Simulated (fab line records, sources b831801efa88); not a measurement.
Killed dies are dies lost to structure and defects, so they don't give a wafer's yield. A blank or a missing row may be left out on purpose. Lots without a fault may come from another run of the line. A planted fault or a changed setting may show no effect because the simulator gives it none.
Chamber matching | flow sky130 | SKY_FIELD_ISO_ETCH_17 on rie_si-01: 4 sister chambers
The step etches Si in HBr/Cl2/O2, target depth 342 nm, time 97.7 s. 16 wafers are shown with their chamber, then 8 later ones without.

WAFERS WITH THEIR CHAMBER
wafer  | chamber | drypump_motor_current_A (A) | bias_w (W) | throttle_valve_pct (%)
L822.3 | 0       | 5.9                         | 149.9      | 25.652
L822.5 | 2       | 5.5                         | 150.2      | 25.646
L822.6 | 1       | 6.1                         | 150.1      | 25.650
L824.2 | 2       | 5.4                         | 149.3      | 25.640
L824.3 | 0       | 5.9                         | 149.6      | 25.655
L824.6 | 1       | 6.1                         | 150.1      | 25.670
L826.2 | 1       | 6.1                         | 149.1      | 25.652
L826.5 | 1       | 6.1                         | 149.6      | 25.634
L826.6 | 0       | 5.9                         | 149.5      | 25.636
L834.1 | 3       | 5.4                         | 150.5      | 25.642
L834.2 | 1       | 6.1                         | 150.1      | 25.650
L834.6 | 3       | 5.4                         | 149.4      | 25.657
L836.2 | 1       | 6.1                         | 150.0      | 25.658
L836.3 | 3       | 5.4                         | 150.4      | 25.633
L836.5 | 1       | 6.1                         | 148.8      | 25.638
L842.1 | 2       | 5.5                         | 150.4      | 25.644

SIGNATURES (means of the wafers above)
reading                 | chamber 0 | chamber 1 | chamber 2 | chamber 3 | scatter within a chamber
drypump_motor_current_A | 5.900     | 6.100     | 5.467     | 5.400     | 0.0236
bias_w                  | 149.667   | 149.686   | 149.967   | 150.100   | 0.521
throttle_valve_pct      | 25.64767  | 25.65029  | 25.64333  | 25.64400  | 0.0108
Rule: a wafer's distance from a chamber is the root of the sum, over the readings, of the square of ((its reading less the chamber's mean) divided by the reading's scatter). The wafer belongs to the nearest chamber; if the next one is less than 2 further off, it can't be placed. The scatter: the root of (the sum of the squares of (reading less its chamber's mean) over the shown wafers, divided by (wafers less chambers)).

WAFERS WITHOUT THEIR CHAMBER
wafer  | drypump_motor_current_A (A) | bias_w (W) | throttle_valve_pct (%)
L842.4 | 6.1                         | 149.8      | 25.656
L842.6 | 5.9                         | 149.3      | 25.668
L843.1 | 5.5                         | 149.0      | 25.653
L843.4 | 5.5                         | 149.4      | 25.651
L843.6 | 5.9                         | 150.4      | 25.654
L844.3 | 5.3                         | 149.3      | 25.654
L844.4 | 6.1                         | 149.6      | 25.659
L844.5 | 6.1                         | 150.2      | 25.655

WHICH CHAMBER EACH WENT THROUGH
wafer  | from the rows above | in truth
L842.4 | 1                   | 1
L842.6 | 0                   | 0
L843.1 | 2                   | 2
L843.4 | 2                   | 2
L843.6 | 0                   | 0
L844.3 | 3                   | 3
L844.4 | 1                   | 1
L844.5 | 1                   | 1
Placed correctly: 8 of 8. Can't be placed from these rows: 0. Placed wrongly: 0.
